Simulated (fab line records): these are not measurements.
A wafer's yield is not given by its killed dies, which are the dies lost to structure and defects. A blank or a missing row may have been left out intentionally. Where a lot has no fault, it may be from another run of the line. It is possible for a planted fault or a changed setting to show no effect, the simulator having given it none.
Which tool is to blame?	flow sky130	Sampling: 6 lots, 18 wafers, 4 of 708 route steps

WHAT THE GAUGES READ, wafer by wafer
SKY_PASSIVATION_THK_MEAS_01.
lot	measured	on	PASSIVATION_CVD_00_THK (nm)
L442	day 44 17:41	film metro-01	90.5 90.8 91.1
L444	day 45 03:17	film metro-04	89.7 91.3 90.9
L449	day 46 07:10	film metro-04	88.2 90.0 90.2
L452	day 47 06:03	film metro-01	90.1 89.6 91.3
L457	day 48 23:19	film metro-02	90.4 89.7 90.1
L460	day 49 01:16	film metro-04	89.1 91.1 90.8

WHICH TOOL RAN EACH LOT (tool, then ch and the chambers of the sampled wafers, then the start)
lot	SKY_CAP2M_STRIP_14	SKY_METAL4_STRIP_19	SKY_METAL5_SPUTTER_03
L442	plasma asher-04 ch 0,1, day 41 17:44	plasma asher-01 ch 0,1, day 42 17:19	pvd sputter-01, day 43 19:02
L444	plasma asher-04 ch 0,1, day 42 02:18	plasma asher-01 ch 0,1, day 43 03:17	pvd sputter-03, day 44 04:03
L449	plasma asher-04 ch 0,1, day 43 09:21	plasma asher-01 ch 0,1, day 44 08:46	pvd sputter-01, day 45 10:05
L452	plasma asher-04 ch 0,1, day 44 10:07	plasma asher-04 ch 0,1, day 45 08:46	pvd sputter-01, day 46 09:02
L457	plasma asher-02 ch 0,1, day 46 08:30	plasma asher-01 ch 0,1, day 47 06:20	pvd sputter-01, day 48 03:43
L460	plasma asher-02 ch 0,1, day 46 10:15	plasma asher-02 ch 0,1, day 47 07:44	pvd sputter-04, day 48 05:37
- SKY_CAP2M_STRIP_14: strips in O2/N2.
- SKY_METAL4_STRIP_19: strips in O2/N2.
- SKY_METAL5_SPUTTER_03: material Ti, target thk 5 nm, time 3.3 s.

THE ANSWER, worked out from the rows above alone
Rule: what is usual is taken from the lots themselves. Put in order of their means at a reading, lots are off if they are a third of the lots or fewer, leave a main group of 4 or more, and stand apart from it by a gap of 3 or more times the standard deviation of the main group's means; of several such gaps the widest counts. A main group whose means are all the same, to the digits that the tables above print for the reading, isn't used. A lot without any number at a reading at which 4 lots or more have one is off too. Any other lot the step has rows for is counted as sound.
Nothing can be told from this: no lot is off at any reading shown.

WHAT THE SIMULATOR PUT IN
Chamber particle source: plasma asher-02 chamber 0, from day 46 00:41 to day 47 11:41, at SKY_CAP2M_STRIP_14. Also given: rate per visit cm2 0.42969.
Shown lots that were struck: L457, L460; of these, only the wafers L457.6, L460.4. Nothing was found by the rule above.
